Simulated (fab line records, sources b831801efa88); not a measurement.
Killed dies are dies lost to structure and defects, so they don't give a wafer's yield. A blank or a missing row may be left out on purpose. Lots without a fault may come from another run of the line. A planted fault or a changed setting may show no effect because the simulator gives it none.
Which tool did it? | flow sky130 | 11 lots, 33 wafers sampled, at 6 steps of a route of 708

WHAT THE GAUGES READ, wafer by wafer
SKY_CONTACT_BOW_MEAS_05.
lot  | measured     | on            | CONTACT_BOW (um)
L296 | day 31 15:51 | film_metro-02 | 76 90 74
L298 | day 31 19:00 | film_metro-04 | 85 83 67
L302 | day 32 21:22 | film_metro-02 | 77 77 81
L303 | day 32 21:41 | film_metro-04 | 94 76 79
L304 | day 33 04:06 | film_metro-01 | 87 92 86
L308 | day 34 09:31 | film_metro-02 | 81 77 77
L309 | day 34 10:10 | film_metro-04 | 72 75 83
L310 | day 34 17:37 | film_metro-02 | 80 84 89
L311 | day 35 01:19 | film_metro-02 | 66 86 72
L313 | day 35 22:44 | film_metro-04 | 75 83 87
L316 | day 36 23:14 | film_metro-02 | 64 79 71

SKY_VIA1_RS_MEAS_22: measures by four-point-probe.
lot  | measured     | on            | VIA1_W_RS (ohm/sq)
L296 | day 35 04:07 | film_metro-01 | 0.421 0.420 0.432
L298 | day 35 07:10 | film_metro-03 | 0.433 0.429 0.435
L302 | day 36 07:23 | film_metro-03 | 0.418 0.429 0.416
L303 | day 36 10:25 | film_metro-03 | 0.429 0.431 0.430
L304 | day 36 15:41 | film_metro-04 | 0.426 0.429 0.432
L308 | day 37 20:05 | film_metro-01 | 0.429 0.429 0.428
L309 | day 37 20:59 | film_metro-01 | 0.331 0.326 0.325
L310 | day 38 03:33 | film_metro-03 | 0.326 0.335 0.332
L311 | day 38 10:13 | film_metro-04 | 0.424 0.427 0.433
L313 | day 39 07:05 | film_metro-04 | 0.428 0.422 0.428
L316 | day 40 05:46 | film_metro-01 | 0.427 0.424 0.418

SKY_VIA1_THK_MEAS_23: measures by xrf.
lot  | measured     | on            | VIA1_W_THK (nm)
L296 | day 35 04:13 | film_metro-01 | 282 282 277
L298 | day 35 07:16 | film_metro-03 | 277 280 277
L302 | day 36 07:31 | film_metro-03 | 289 281 290
L303 | day 36 10:31 | film_metro-03 | 281 279 281
L304 | day 36 15:48 | film_metro-04 | 275 276 272
L308 | day 37 20:13 | film_metro-01 | 277 278 279
L309 | day 37 21:07 | film_metro-01 | 360 365 369
L310 | day 38 03:40 | film_metro-03 | 371 359 363
L311 | day 38 10:19 | film_metro-04 | 278 277 272
L313 | day 39 07:12 | film_metro-04 | 277 282 276
L316 | day 40 05:53 | film_metro-01 | 275 277 281

WHICH TOOL RAN EACH LOT (tool, then ch and the chambers of the sampled wafers, then the start)
lot  | SKY_LOCAL_INTERCONNECT_STRIP_15      | SKY_CONTACT_CVD_00              | SKY_VIA1_CVD_21
L296 | plasma_asher-02 ch 1, day 31 14:43   | pecvd-04 ch 0,2, day 31 15:19   | cvd_w-01 ch 0,1, day 35 03:59
L298 | plasma_asher-04 ch 0,1, day 31 17:46 | pecvd-01 ch 0,2, day 31 18:22   | cvd_w-02 ch 0,1, day 35 07:03
L302 | plasma_asher-01 ch 0,1, day 32 20:13 | pecvd-01 ch 0,1,2, day 32 20:50 | cvd_w-01 ch 0,1, day 36 07:18
L303 | plasma_asher-02 ch 0,1, day 32 20:22 | pecvd-02 ch 0,1,2, day 32 21:00 | cvd_w-02 ch 0,1, day 36 10:18
L304 | plasma_asher-04 ch 0,1, day 33 02:58 | pecvd-01 ch 0,1,2, day 33 03:34 | cvd_w-02 ch 0,1, day 36 15:35
L308 | plasma_asher-01 ch 0,1, day 34 08:22 | pecvd-04 ch 0,1, day 34 09:00   | cvd_w-02 ch 0,1, day 37 20:00
L309 | plasma_asher-01 ch 0,1, day 34 08:55 | pecvd-01 ch 0,1, day 34 09:34   | cvd_w-01 ch 0,1, day 37 20:54
L310 | plasma_asher-02 ch 0,1, day 34 16:25 | pecvd-04 ch 0,1,2, day 34 17:05 | cvd_w-01 ch 0,1, day 38 03:28
L311 | plasma_asher-04 ch 0,1, day 35 00:09 | pecvd-01 ch 0,1, day 35 00:44   | cvd_w-02 ch 0,1, day 38 10:07
L313 | plasma_asher-01 ch 0,1, day 35 21:37 | pecvd-02 ch 1,2, day 35 22:13   | cvd_w-02 ch 0,1, day 39 06:59
L316 | plasma_asher-02 ch 0,1, day 36 22:07 | pecvd-01 ch 1,2, day 36 22:43   | cvd_w-02 ch 0,1, day 40 05:40
- SKY_LOCAL_INTERCONNECT_STRIP_15: strips in O2/N2.
- SKY_CONTACT_CVD_00: deposits Si3N4, target thk 75 nm.
- SKY_VIA1_CVD_21: deposits W, target thk 270 nm, time 80.902 s.

WHAT THE TOOLS THEMSELVES READ (means of the sampled wafers that have a number; where no wafer has one, the mark that the record gives instead)
SKY_LOCAL_INTERCONNECT_STRIP_15.
lot  | tool            | drypump_motor_current_A (A) | oes_product_au (a.u.) | strip_time_to_endpoint_s (s)
L296 | plasma_asher-02 | 6.9                         | 0.431                 | 4.750
L298 | plasma_asher-04 | 6.3                         | 0.425                 | 4.758
L302 | plasma_asher-01 | 6.0                         | 0.429                 | 4.722
L303 | plasma_asher-02 | 6.3                         | 0.429                 | 4.732
L304 | plasma_asher-04 | 6.0                         | 0.427                 | 4.742
L308 | plasma_asher-01 | 5.9                         | 0.427                 | 4.757
L309 | plasma_asher-01 | 5.9                         | 0.428                 | 4.724
L310 | plasma_asher-02 | 6.3                         | 0.428                 | 4.734
L311 | plasma_asher-04 | 6.0                         | 0.426                 | 4.730
L313 | plasma_asher-01 | 5.9                         | 0.428                 | 4.717
L316 | plasma_asher-02 | 6.6                         | 0.421                 | 4.705

SKY_CONTACT_CVD_00.
lot  | tool     | heater_power_w (W) | rf_fwd_power_W (W)
L296 | pecvd-04 | 699                | 446.4
L298 | pecvd-01 | 724                | 443.0
L302 | pecvd-01 | 728                | 443.6
L303 | pecvd-02 | 677                | 444.3
L304 | pecvd-01 | 710                | 444.9
L308 | pecvd-04 | 697                | 446.0
L309 | pecvd-01 | 794                | 444.5
L310 | pecvd-04 | 722                | 444.6
L311 | pecvd-01 | 704                | 445.1
L313 | pecvd-02 | 635                | 444.7
L316 | pecvd-01 | 686                | 446.0

SKY_VIA1_CVD_21.
lot  | tool     | chamber_pressure_Torr (Torr) | heater_power_w (W)
L296 | cvd_w-01 | 40.06                        | 890
L298 | cvd_w-02 | 39.99                        | 868
L302 | cvd_w-01 | 40.06                        | 899
L303 | cvd_w-02 | 40.03                        | 890
L304 | cvd_w-02 | 39.93                        | 896
L308 | cvd_w-02 | 39.98                        | 853
L309 | cvd_w-01 | 65.78                        | 898
L310 | cvd_w-01 | 65.76                        | 882
L311 | cvd_w-02 | 40.00                        | 859
L313 | cvd_w-02 | 39.98                        | 840
L316 | cvd_w-02 | 39.89                        | 796

THE ANSWER, worked out from the rows above alone
Rule: what is usual is taken from the lots themselves. Put in order of their means at a reading, lots are off if they are a third of the lots or fewer, leave a main group of 4 or more, and stand apart from it by a gap of 3 or more times the standard deviation of the main group's means; of several such gaps the widest counts. A main group whose means are all the same, to the digits that the tables above print for the reading, isn't used. A lot without any number at a reading at which 4 lots or more have one is off too. The other lots that the step has rows for count as sound. The gauges are gone through in route order, then the tools' own readings, and for those a lot's mean is taken as printed above. The first step at which some lot is off is used, and at that step the reading that is off furthest; a lot without a number counts as furthest.
Off: L309, L310, at SKY_VIA1_RS_MEAS_22 (VIA1_W_RS). The main group: mean 0.427 ohm/sq, standard deviation 0.0034.
A tool fits if, at a process step before that reading, it ran every lot that is off, and no sound lot after the first of them. The gauges at SKY_VIA1_RS_MEAS_22 aren't tried: what is off there is off at SKY_VIA1_CVD_21 too, on other tools, and a gauge's error can't cause that. One fits: cvd_w-01 at SKY_VIA1_CVD_21. Its last sound lot is L302 (day 36 07:18), its first lot that is off L309 (day 37 20:54): a fault that began between those two fits.
The tool's own readings at SKY_VIA1_CVD_21 bear it out: on the lots that are off they differ by more than 5 times the standard deviation of the sound lots' means. chamber_pressure_Torr reads 65.77 Torr there against 39.99 Torr on the sound lots.

WHAT THE SIMULATOR HAD PUT IN
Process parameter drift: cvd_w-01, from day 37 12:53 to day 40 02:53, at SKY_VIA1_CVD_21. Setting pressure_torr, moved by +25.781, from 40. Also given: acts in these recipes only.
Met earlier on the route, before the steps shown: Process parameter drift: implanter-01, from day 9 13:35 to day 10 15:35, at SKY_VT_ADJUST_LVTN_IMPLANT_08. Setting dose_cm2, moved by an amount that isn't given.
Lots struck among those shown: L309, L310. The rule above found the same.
